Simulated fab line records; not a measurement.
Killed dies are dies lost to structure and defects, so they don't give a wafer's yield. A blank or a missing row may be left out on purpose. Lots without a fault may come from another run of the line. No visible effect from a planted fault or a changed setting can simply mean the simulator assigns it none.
2 desks, one fault	flow gf180mcu	only its own numbers are on each desk; what lay behind them is given at the end

## METROLOGY DESK
Lot by lot, what the gauges showed, no matter which tool ran the lot: averages of those sampled wafers that carry a number. If a lot's mean is further than 4 standard deviations from the usual mean, the lot is out of limits and carries the mark OUT (the distance appears in the brackets).
Columns: A = NWELL_TW at GF_NWELL_TW_MEAS_11, usual 1567; B = MVSD_RS at GF_VT_IMPLANT_RS_MEAS_46, usual 456.5 ohm/sq; C = NWELL_RS at GF_VT_IMPLANT_RS_MEAS_47, usual 487.7 ohm/sq; D = LVPWELL_RS at GF_VT_IMPLANT_RS_MEAS_48, usual 1196 ohm/sq
lot	first seen here	A	B	C	D
L997	day 3 16:41	1575	456.9	487.2	1195
L998	day 3 16:45	1580	456.6	489.1	1203
L100	day 4 06:22	1532	457.0	486.9	1194
L102	day 4 12:10	1609	457.1	486.0	1200
L105	day 5 05:41	1602	457.8	487.7	1195
L106	day 5 16:18	1527	455.8	487.6	1195
L110	day 6 11:13	1595	456.3	486.5	1199
L112	day 6 17:17	1606	455.2	489.1	1200
L114	day 7 04:36	1354 (-5.9) OUT	457.1	623.0 (+97) OUT	1199
L117	day 7 21:16	1419 (-4.1) OUT	455.2	623.4 (+97) OUT	1189
L119	day 8 08:20	1526	457.1	489.0	1203
L120	day 8 13:40	1602	455.4	487.3	1199
Per this desk, out of limits: L114, L117; the first was L114, day 7 04:36 (NWELL_TW at GF_NWELL_TW_MEAS_11). In limits: L997, L998, L100, L102, L105, L106, L110, L112, L119, L120.

## AT THE TOOL OWNER'S DESK: implanter-01
GF_NWELL_IMPLANT_08, tool's own readings: per-lot mean of the sampled wafers with a number, covering each lot this tool ran. If a lot's mean is further than 4 standard deviations from the usual mean, the lot is out of limits and carries the mark OUT (the distance appears in the brackets).
Columns: A = dose-ions-cm2 at GF_NWELL_IMPLANT_08, usual 1.5002e+13; B = faraday-current-uA at GF_NWELL_IMPLANT_08, usual 84.4
lot	first seen here	A	B
L997	day 3 16:19	1.5005e+13	85.1
L102	day 4 11:48	1.4988e+13	84.1
L106	day 5 15:54	1.4999e+13	84.5
L114	day 7 04:12	9.4713e+12 (-99 or more) OUT	53.4 (-18) OUT
L117	day 7 20:52	9.4623e+12 (-99 or more) OUT	53.5 (-18) OUT
This desk finds L114, L117 out of limits, L114 being first, at day 7 04:12 (dose-ions-cm2 at GF_NWELL_IMPLANT_08). In limits: L997, L102, L106.

## ALL TOGETHER
At day 7 04:12, on L114, L117, the tool owner's desk was in a position to raise an alarm.
L114, L117 would have let the metrology desk raise an alarm at day 7 04:36.
On implanter-01, each named lot ran GF_NWELL_IMPLANT_08.

## WHAT THE SIMULATOR PUT IN
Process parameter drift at GF_NWELL_IMPLANT_08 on implanter-01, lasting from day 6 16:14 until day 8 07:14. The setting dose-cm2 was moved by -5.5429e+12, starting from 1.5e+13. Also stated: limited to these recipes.
Struck lots among those shown: L114, L117.
Fault start to first reading out of limits, in hours, per desk: tool owner, 12; metrology, 12.
